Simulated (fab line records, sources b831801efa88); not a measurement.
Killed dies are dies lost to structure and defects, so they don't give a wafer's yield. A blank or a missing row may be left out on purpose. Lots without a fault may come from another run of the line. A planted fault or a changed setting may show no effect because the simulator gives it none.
fab line records | flow sky130
record lots=7 wafers=21 last_day=50
route steps=708 shown RES_XHIGH@332 SD_N@342
lots that met no fault: from a run of the same line without faults
start_h: hours from the record's first day to the start of the lot's first wafer shown | wait_h: hours since the lot's step before | " the same as in the row above | L1.1+2: a row that stands for several wafers | - no value, or no start given | * or withheld: withheld | < > ~ a bound
route shown NAME@n: a module of which the file shows steps, and the number in the route of the first | usual: mean/standard deviation of fault-free wafers | same: alike in all rows | chamber/n: place in a boat | sites: the reading at each site | _std_site: their standard deviation | _edge_site: outer sites' mean less inner sites' | radius_mm: how far each site lies from the wafer's centre | mask NAME#n: copy n | behind: the tool/chamber that last shaped the wafer | hold: why the lot was held/for how many hours/how that ended | device: the transistor (n, p or np) that didn't switch | end of line: the same wafers' tests at the end of the route | a step without rows: its recipe alone | killed: dies lost to structure and defects at the first sort, not the wafer's yield | map: a wafer's dies, x killed, . not, _ none there
set.NAME: the setting as run; set.NAME@STEP: as run at that earlier step | model.NAME: the simulator's own value behind a step, which no gauge read
lots at some steps of the route; a table a step, a row a wafer
services: from which hour (start_h, from the record's first day; less than 0 if before it) a tool's chamber was out of use, for how many hours, and why
## steps
# step SKY_RES_XHIGH_DEHYDRATE_00
# recipe temp_c=200 time_s=60
# step SKY_RES_XHIGH_HMDS_01
# recipe prime_time_s=60 prime_temp_c=120
# step SKY_RES_XHIGH_COAT_02
# recipe resist=NOVOLAK spin_rpm=3000 resist_thk_nm=1140
# step SKY_RES_XHIGH_SOFTBAKE_03
# recipe temp_c=90 time_s=60 resist=NOVOLAK
# step SKY_RES_XHIGH_EXPOSE_04
# recipe mask_id=URPM na=0.6 source_shape=conventional sigma_outer=0.6 polarization=unpolarized target_cd_nm=1270 dose_mj=140
# step SKY_RES_XHIGH_PEB_05
# recipe temp_c=withheld time_s=* resist=NOVOLAK
# step SKY_RES_XHIGH_DEVELOP_06
# recipe resist=NOVOLAK developer=TMAH develop_time_s=60 dev_temp_c=23
# step SKY_RES_XHIGH_IMPLANT_07
# recipe species=BF2 energy_kev=20 dose_cm2=3.6e+14 tilt_deg=0
# step SKY_RES_XHIGH_STRIP_08
# recipe chemistry=O2/N2 power_w=1400 pressure_mtorr=1500 platen_temp_c=withheld o2_flow_sccm=3000 n2_flow_sccm=300 overash_fraction=0.5
# usual drypump_motor_current_A=5.8/0.37 n2_flow_sccm=300.0/0.78 oes_product_au=0.711/0.0047 strip_time_to_endpoint_s=14.25/0.037
# columns lot.wafer tool chamber start_h wait_h drypump_motor_current_A n2_flow_sccm oes_product_au rf_hours_counter_h strip_time_to_endpoint_s
L436.2 plasma_asher-04 1 639.43 0.1 6.1 299.4 0.704 79 14.23
L436.4 " 1 " " 6.1 299.6 0.707 - 14.28
L436.6 " 0 " " 6.2 298.8 0.704 - 14.25
L439.2 plasma_asher-02 1 665.18 0.1 5.7 298.3 0.719 102 14.26
L439.3 " 1 " " 5.7 298.9 0.714 - 14.26
L439.6 " 1 " " 5.7 298.9 0.718 - 14.25
L445.4 plasma_asher-02 0 715.56 0.1 6.1 298.7 0.712 - 14.31
L445.5 " 1 " " 5.7 300.4 0.713 - 14.27
L445.6 " 0 " " 6.1 300.5 0.712 - 14.29
L446.1 plasma_asher-04 1 724.02 0.1 6.1 300.3 0.704 87 14.27
L446.3 " 1 " " 6.1 300.1 0.713 - 14.30
L446.5 " 1 " " 6.1 299.4 0.713 - 14.30
L447.1 plasma_asher-04 0 731.97 0.1 6.2 300.5 0.703 88 14.24
L447.2 " 1 " " 6.1 300.4 0.708 88 14.23
L447.5 " 0 " " 6.2 300.3 0.713 - 14.22
L451.2 plasma_asher-02 0 763.02 0.1 6.1 300.7 0.711 2 14.19
L451.4 " 0 " " 6.1 300.1 0.714 - 14.17
L451.5 " 1 " " 5.7 301.5 0.718 - 14.19
L454.1 plasma_asher-02 1 792.58 0.1 5.7 300.7 0.714 5 14.25
L454.2 " 0 " " 6.1 300.3 0.709 5 14.26
L454.6 " 0 " " 6.1 299.7 0.715 - 14.29
# step SKY_RES_XHIGH_TW_MEAS_09
# usual RES_XHIGH_TW=1652/12
# columns lot.wafer tool chamber start_h wait_h RES_XHIGH_TW
L436.2 film_metro-02 - 639.56 0.1 1655
L436.4 " - " " 1642
L436.6 " - " " 1656
L439.2 film_metro-02 - 665.29 0.1 1671
L439.3 " - " " 1661
L439.6 " - " " 1671
L445.4 film_metro-03 - 715.66 0.1 1647
L445.5 " - " " 1654
L445.6 " - " " 1641
L446.1 film_metro-04 - 724.12 0.1 1644
L446.3 " - " " 1649
L446.5 " - " " 1651
L447.1 film_metro-02 - 732.07 0.1 1668
L447.2 " - " " 1662
L447.5 " - " " 1671
L451.2 film_metro-04 - 763.13 0.1 1640
L451.4 " - " " 1655
L451.5 " - " " 1642
L454.1 film_metro-04 - 792.68 0.1 1647
L454.2 " - " " 1647
L454.6 " - " " 1634
# step SKY_SD_N_DEHYDRATE_00
# recipe temp_c=200 time_s=60
# step SKY_SD_N_HMDS_01
# recipe prime_time_s=60 prime_temp_c=120
# step SKY_SD_N_COAT_02
# recipe resist=NOVOLAK spin_rpm=3000 resist_thk_nm=1140
# usual chill_plate_temp_C=22.98/0.1 dispense_pressure_kPa=47/3.5 spin_speed_rpm=3000.0/2.2
# columns lot.wafer tool chamber start_h wait_h chill_plate_temp_C dispense_pressure_kPa spin_speed_rpm
L436.2 litho_track-02 0 653.65 0.1 22.98 45 2998.5
L436.4 " 0 " " 22.89 45 2999.6
L436.6 " 0 " " 22.98 45 2999.8
L439.2 litho_track-04 0 678.66 0.1 23.08 52 2999.8
L439.3 " 0 " " 23.05 52 2998.2
L439.6 " 0 " " 23.11 52 2998.2
L445.4 litho_track-04 - 729.46 0.1 - - -
L445.5 " - " " - - -
L445.6 " - " " - - -
L446.1 litho_track-04 - 737.39 0.1 - - -
L446.3 " - " " - - -
L446.5 " - " " - - -
L447.1 litho_track-04 - 745.04 0.1 - - -
L447.2 " - " " - - -
L447.5 " - " " - - -
L451.2 litho_track-01 0 776.22 0.1 23.06 44 2997.5
L451.4 " 0 " " 22.88 45 3000.0
L451.5 " 0 " " 23.00 44 3002.1
L454.1 litho_track-01 0 806.04 0.1 22.95 44 2999.1
L454.2 " 0 " " 23.03 45 3003.5
L454.6 " 0 " " 23.19 44 3002.7
# step SKY_SD_N_SOFTBAKE_03
# recipe temp_c=90 time_s=60 resist=NOVOLAK
# step SKY_SD_N_EXPOSE_04
# recipe mask_id=NSDM na=0.6 source_shape=conventional sigma_outer=0.6 polarization=unpolarized target_cd_nm=380 dose_mj=141
# step SKY_SD_N_PEB_05
# recipe temp_c=withheld time_s=* resist=NOVOLAK
# step SKY_SD_N_DEVELOP_06
# recipe resist=NOVOLAK developer=TMAH develop_time_s=60 dev_temp_c=23
# step SKY_SD_N_CD_MEAS_07
# recipe target_cd_nm=380
# usual cd_nm=380.4/2.5
# columns lot.wafer tool chamber start_h wait_h cd_nm
L436.2 cd_sem-02 - 668.20 0.1 377.0
L436.4 " - " " 377.7
L436.6 " - " " 376.2
L439.2 cd_sem-02 - 693.31 0.1 381.8
L439.3 " - " " 383.5
L439.6 " - " " 381.3
L445.4 cd_sem-01 - 743.20 0.1 -
L445.5 " - " " -
L445.6 " - " " -
L446.1 cd_sem-01 - 751.59 0.1 -
L446.3 " - " " -
L446.5 " - " " -
L447.1 cd_sem-02 - 759.13 0.1 -
L447.2 " - " " -
L447.5 " - " " -
L451.2 cd_sem-02 - 789.25 0.1 376.9
L451.4 " - " " 378.4
L451.5 " - " " 377.3
L454.1 cd_sem-02 - 819.53 0.1 382.9
L454.2 " - " " 381.1
L454.6 " - " " 382.8
# step SKY_SD_N_OVL_MEAS_08
# usual SD_N_OVL=1.5/1.5
# columns lot.wafer tool chamber start_h wait_h SD_N_OVL[nm]
L436.2 overlay-02 - 668.30 0.1 -0.4
L436.4 " - " " -1.1
L436.6 " - " " -2.5
L439.2 overlay-01 - 693.42 0.1 2.1
L439.3 " - " " 2.7
L439.6 " - " " 3.6
L445.4 overlay-01 - 743.28 0.1 -
L445.5 " - " " -
L445.6 " - " " -
L446.1 overlay-02 - 751.71 0.1 -
L446.3 " - " " -
L446.5 " - " " -
L447.1 overlay-01 - 759.25 0.1 -
L447.2 " - " " -
L447.5 " - " " -
L451.2 overlay-02 - 789.36 0.1 1.5
L451.4 " - " " 2.6
L451.5 " - " " 1.9
L454.1 overlay-02 - 819.65 0.1 3.0
L454.2 " - " " 3.2
L454.6 " - " " 1.9
## services
# columns tool chamber start_h hours kind
plasma_asher-02 - 653.38 2.1 repair
litho_track-04 - 687.68 - consumable_replace:filter
plasma_asher-04 - 733.48 4.7 repair
plasma_asher-02 - 733.75 9.0 pm
plasma_asher-02 0 733.75 9.0 vent_cycle
plasma_asher-02 1 733.75 9.0 vent_cycle
plasma_asher-02 0 742.75 - clean
plasma_asher-02 1 742.75 - clean
plasma_asher-04 - 766.14 1.2 repair
## key
first_sign step=SKY_SD_N_COAT_02 reading=tool_record direction=missing
effect step=SKY_SD_N_CD_MEAS_07 reading=cd_nm direction=missing
effect step=SKY_SD_N_OVL_MEAS_08 reading=SD_N_OVL direction=missing
met_at SKY_SD_N_COAT_02
struck_wafers L445.4,L445.5,L445.6,L446.1,L446.3,L446.5,L447.1,L447.2,L447.5
sort_left_out L445.4,L445.5,L445.6,L446.1,L446.3,L446.5,L447.1,L447.2,L447.5
tester_left_out L445,L446,L447
onset_between 678.66 729.46
fault kind=skipped_step_whole tool=litho_track-04 chamber=- onset_h=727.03 steps=SKY_SD_N_COAT_02 scope=struck_lots_only
# tester_left_out: of these lots the tester's yield and bins aren't shown, on N5 and GAA mostly nor the transistor test; their killed dies are dies lost to structure and defects alone, not to doping, threshold or leakage, so they don't give the yield
# sort_left_out: the simulated sort isn't trusted on such a fault, so these wafers' sort isn't shown, and their yield isn't known
